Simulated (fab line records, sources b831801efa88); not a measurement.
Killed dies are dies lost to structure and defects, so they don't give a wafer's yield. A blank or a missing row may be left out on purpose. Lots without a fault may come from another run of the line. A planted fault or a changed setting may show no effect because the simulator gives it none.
Which tool did it? | flow sky130 | 12 lots, 36 wafers sampled, at 2 steps of a route of 708

WHAT THE GAUGES READ, wafer by wafer
SKY_LDD_LDN_TW_MEAS_13.
lot  | measured     | on            | LDD_LDN_TW
L137 | day 22 14:10 | film_metro-04 | 1477 1479 1472
L138 | day 23 05:25 | film_metro-01 | 1508 1492 1514
L142 | day 24 08:36 | film_metro-03 | 1438 1437 1447
L144 | day 25 11:10 | film_metro-01 | 1484 1479 1476
L145 | day 25 17:02 | film_metro-03 | 1458 1456 1456
L146 | day 26 00:47 | film_metro-03 | 1455 1460 1452
L147 | day 26 13:26 | film_metro-03 | 1454 1450 1462
L156 | day 29 20:46 | film_metro-04 | 1474 1470 1469
L158 | day 30 02:09 | film_metro-04 | 1474 1470 1475
L157 | day 30 06:05 | film_metro-01 | 1499 1501 1498
L159 | day 30 11:37 | film_metro-03 | 1456 1458 1454
L160 | day 30 18:12 | film_metro-03 | 1457 1457 1453

WHICH TOOL RAN EACH LOT (tool, then ch and the chambers of the sampled wafers, then the start)
lot  | SKY_POLY_GATE_ETCH_17
L137 | rie_si-01 ch 0,1,3, day 16 00:37
L138 | rie_si-02 ch 0,1,2, day 16 16:44
L142 | rie_si-01 ch 0,1,2, day 17 20:13
L144 | rie_si-01 ch 1,3, day 19 02:34
L145 | rie_si-01 ch 1,3, day 19 05:29
L146 | rie_si-02 ch 0,2,3, day 19 15:01
L147 | rie_si-01 ch 1,2, day 20 05:47
L156 | rie_si-01 ch 0,1,2, day 23 15:26
L158 | rie_si-02 ch 1,2, day 23 23:49
L157 | rie_si-01 ch 2,3, day 24 04:47
L159 | rie_si-02 ch 1,2, day 24 12:01
L160 | rie_si-01 ch 1,2,3, day 24 14:52
- SKY_POLY_GATE_ETCH_17: etches poly-Si in HBr/Cl2, stops on SiO2, target depth 180 nm, time 70.5 s.

WHAT THE TOOLS THEMSELVES READ (means of the sampled wafers that have a number; where no wafer has one, the mark that the record gives instead)
SKY_POLY_GATE_ETCH_17.
lot  | tool      | bias_w (W) | drypump_motor_current_A (A) | oes_product_au (a.u.) | throttle_valve_pct (%)
L137 | rie_si-01 | 99.92      | 6.1                         | 0.990                 | 33.683
L138 | rie_si-02 | 100.10     | 5.2                         | 0.995                 | 33.689
L142 | rie_si-01 | 100.06     | 6.0                         | 0.988                 | 33.685
L144 | rie_si-01 | 99.74      | 6.1                         | 0.986                 | 33.682
L145 | rie_si-01 | 99.82      | 5.7                         | 0.995                 | 33.689
L146 | rie_si-02 | 99.83      | 5.1                         | 0.988                 | 33.683
L147 | rie_si-01 | 99.93      | 6.0                         | 0.991                 | 33.691
L156 | rie_si-01 | 99.68      | 6.0                         | 0.980                 | 33.686
L158 | rie_si-02 | 100.09     | 5.1                         | 0.982                 | 33.684
L157 | rie_si-01 | 99.83      | 5.2                         | 0.987                 | 33.688
L159 | rie_si-02 | 99.68      | 5.1                         | 0.983                 | 33.683
L160 | rie_si-01 | 100.12     | 5.6                         | 0.990                 | 33.685

THE ANSWER, worked out from the rows above alone
Rule: what is usual is taken from the lots themselves. Put in order of their means at a reading, lots are off if they are a third of the lots or fewer, leave a main group of 4 or more, and stand apart from it by a gap of 3 or more times the standard deviation of the main group's means; of several such gaps the widest counts. A main group whose means are all the same, to the digits that the tables above print for the reading, isn't used. A lot without any number at a reading at which 4 lots or more have one is off too. The other lots that the step has rows for count as sound. The gauges are gone through in route order, then the tools' own readings, and for those a lot's mean is taken as printed above. The first step at which some lot is off is used, and at that step the reading that is off furthest; a lot without a number counts as furthest.
No lot is off at any reading shown: from this, nothing can be told.

WHAT THE SIMULATOR HAD PUT IN
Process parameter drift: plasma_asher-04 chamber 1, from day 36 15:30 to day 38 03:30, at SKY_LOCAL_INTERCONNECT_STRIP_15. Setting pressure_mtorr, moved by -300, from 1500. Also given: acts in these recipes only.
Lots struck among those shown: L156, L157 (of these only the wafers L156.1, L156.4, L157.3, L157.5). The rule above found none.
